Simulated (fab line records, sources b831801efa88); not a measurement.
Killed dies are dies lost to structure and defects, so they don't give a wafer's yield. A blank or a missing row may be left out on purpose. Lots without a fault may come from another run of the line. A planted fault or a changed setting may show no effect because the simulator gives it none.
Which tool did it? | flow gf180mcu | 13 lots, 39 wafers sampled, at 4 steps of a route of 602

WHAT THE GAUGES READ, wafer by wafer
GF_TOP_METAL_OVL_MEAS_15. Usual: TOP_METAL_OVL -0.1 nm, standard deviation 1.6.
lot  | measured     | on         | TOP_METAL_OVL (nm) | flag
L444 | day 28 12:32 | overlay-02 | -1.6 -0.4 0.9      |
L445 | day 28 15:43 | overlay-02 | -2.8 -1.8 -1.8     |
L446 | day 29 04:29 | overlay-02 | -0.7 -1.3 -1.5     |
L447 | day 29 07:38 | overlay-02 | 1.7 1.6 -0.6       |
L448 | day 29 12:46 | overlay-02 | -2.7 0.2 -1.7      |
L451 | day 30 05:04 | overlay-02 | -1.2 -0.7 -1.2     |
L458 | day 32 10:55 | overlay-01 | 3.0 2.9 3.0        |
L459 | day 32 17:17 | overlay-01 | -1.6 -0.4 -0.3     |
L461 | day 33 02:10 | overlay-02 | 1.4 1.7 -0.2       |
L462 | day 33 06:53 | overlay-01 | 0.0 1.3 0.8        |
L463 | day 33 07:28 | overlay-02 | 1.8 0.4 0.3        |
L466 | day 34 02:48 | overlay-02 | -0.6 -1.8 0.3      |
L467 | day 34 12:31 | overlay-02 | -1.0 -2.2 -1.5     |

WHICH TOOL RAN EACH LOT (tool, then ch and the chambers of the sampled wafers, then the start)
lot  | GF_V3_ETCH_16                      | GF_M4_CLEAN_19                  | GF_MIM_SPUTTER_01
L444 | rie_diel-04 ch 2,3, day 22 19:54   | wet_bench-04 ch 0, day 23 21:08 | pvd_sputter-01, day 24 21:37
L445 | rie_diel-02 ch 2,3, day 22 23:46   | wet_bench-04 ch 2, day 24 00:40 | pvd_sputter-01, day 25 01:08
L446 | rie_diel-04 ch 0,2,3, day 23 15:36 | wet_bench-04 ch 0, day 24 15:34 | pvd_sputter-02, day 25 15:33
L447 | rie_diel-04 ch 0,1,3, day 23 18:51 | wet_bench-01 ch 0, day 24 18:38 | pvd_sputter-02, day 25 18:06
L448 | rie_diel-02 ch 2,3, day 23 22:55   | wet_bench-03 ch 2, day 24 23:39 | pvd_sputter-01, day 25 23:23
L451 | rie_diel-04 ch 0,1,3, day 24 20:19 | wet_bench-01 ch 0, day 25 20:09 | pvd_sputter-02, day 26 19:43
L458 | rie_diel-01 ch 0,1,3, day 27 12:04 | wet_bench-01 ch 1, day 28 09:55 | pvd_sputter-03, day 29 07:20
L459 | rie_diel-04 ch 1,2, day 27 18:52   | wet_bench-04 ch 3, day 28 17:58 | pvd_sputter-01, day 29 15:38
L461 | rie_diel-04 ch 0,1,3, day 28 05:31 | wet_bench-03 ch 3, day 29 03:25 | pvd_sputter-01, day 30 00:25
L462 | rie_diel-02 ch 0,1,2, day 28 11:42 | wet_bench-04 ch 0, day 29 09:34 | pvd_sputter-02, day 30 06:56
L463 | rie_diel-01 ch 0,1, day 28 12:43   | wet_bench-04 ch 2, day 29 09:55 | pvd_sputter-01, day 30 07:18
L466 | rie_diel-02 ch 0, day 29 10:49     | wet_bench-03 ch 3, day 30 08:07 | pvd_sputter-01, day 31 05:02
L467 | rie_diel-04 ch 0,1,2, day 30 00:27 | wet_bench-04 ch 0, day 30 20:56 | pvd_sputter-03, day 31 16:55
- GF_V3_ETCH_16: etches BARC in N2/H2.
- GF_M4_CLEAN_19: cleans in DIW.
- GF_MIM_SPUTTER_01: material TiN, target thk 30 nm, time 25 s.

WHAT THE TOOLS THEMSELVES READ (means of the sampled wafers that have a number; where no wafer has one, the mark that the record gives instead)
GF_V3_ETCH_16. Usual: drypump_motor_current_A 5.5 A, standard deviation 0.61; oes_product_au 0.855 a.u., standard deviation 0.0048; throttle_valve_pct 13.226 %, standard deviation 0.0096.
lot  | tool        | drypump_motor_current_A (A) | oes_product_au (a.u.) | throttle_valve_pct (%) | flag
L444 | rie_diel-04 | 5.3                         | 0.854                 | 13.214                 |
L445 | rie_diel-02 | 5.1                         | 0.854                 | 13.232                 |
L446 | rie_diel-04 | 5.8                         | 0.853                 | 13.233                 |
L447 | rie_diel-04 | 5.7                         | 0.853                 | 13.221                 |
L448 | rie_diel-02 | 5.1                         | 0.854                 | 13.211                 |
L451 | rie_diel-04 | 5.7                         | 0.854                 | 13.224                 |
L458 | rie_diel-01 | 5.6                         | 0.852                 | 13.219                 |
L459 | rie_diel-04 | 6.3                         | 0.851                 | 13.227                 |
L461 | rie_diel-04 | 5.7                         | 0.857                 | 13.234                 |
L462 | rie_diel-02 | 5.2                         | 0.859                 | 13.221                 |
L463 | rie_diel-01 | 5.5                         | 0.855                 | 13.219                 |
L466 | rie_diel-02 | 4.9                         | 0.856                 | 13.224                 |
L467 | rie_diel-04 | 6.3                         | 0.853                 | 13.223                 |

GF_MIM_SPUTTER_01. Usual: throttle_valve_pct 30.1 %, standard deviation 1.6.
lot  | tool           | throttle_valve_pct (%) | flag
L444 | pvd_sputter-01 | 29.8                   |
L445 | pvd_sputter-01 | 30.3                   |
L446 | pvd_sputter-02 | 30.0                   |
L447 | pvd_sputter-02 | 29.1                   |
L448 | pvd_sputter-01 | 30.1                   |
L451 | pvd_sputter-02 | 29.7                   |
L458 | pvd_sputter-03 | 31.1                   |
L459 | pvd_sputter-01 | 30.7                   |
L461 | pvd_sputter-01 | 29.2                   |
L462 | pvd_sputter-02 | 30.4                   |
L463 | pvd_sputter-01 | 29.9                   |
L466 | pvd_sputter-01 | 28.5                   |
L467 | pvd_sputter-03 | 30.8                   |

THE ANSWER, worked out from the rows above alone
Rule: a lot is off if the mean of its wafers that have a number lies more than 3 standard deviations from the usual mean. A lot without any number at a reading at which 4 lots or more have one is off too. The other lots that the step has rows for count as sound. The gauges are gone through in route order, then the tools' own readings, and for those a lot's mean is taken as printed above. The first step at which some lot is off is used, and at that step the reading that is off furthest; a lot without a number counts as furthest.
No lot is off at any reading shown: from this, nothing can be told.

WHAT THE SIMULATOR HAD PUT IN
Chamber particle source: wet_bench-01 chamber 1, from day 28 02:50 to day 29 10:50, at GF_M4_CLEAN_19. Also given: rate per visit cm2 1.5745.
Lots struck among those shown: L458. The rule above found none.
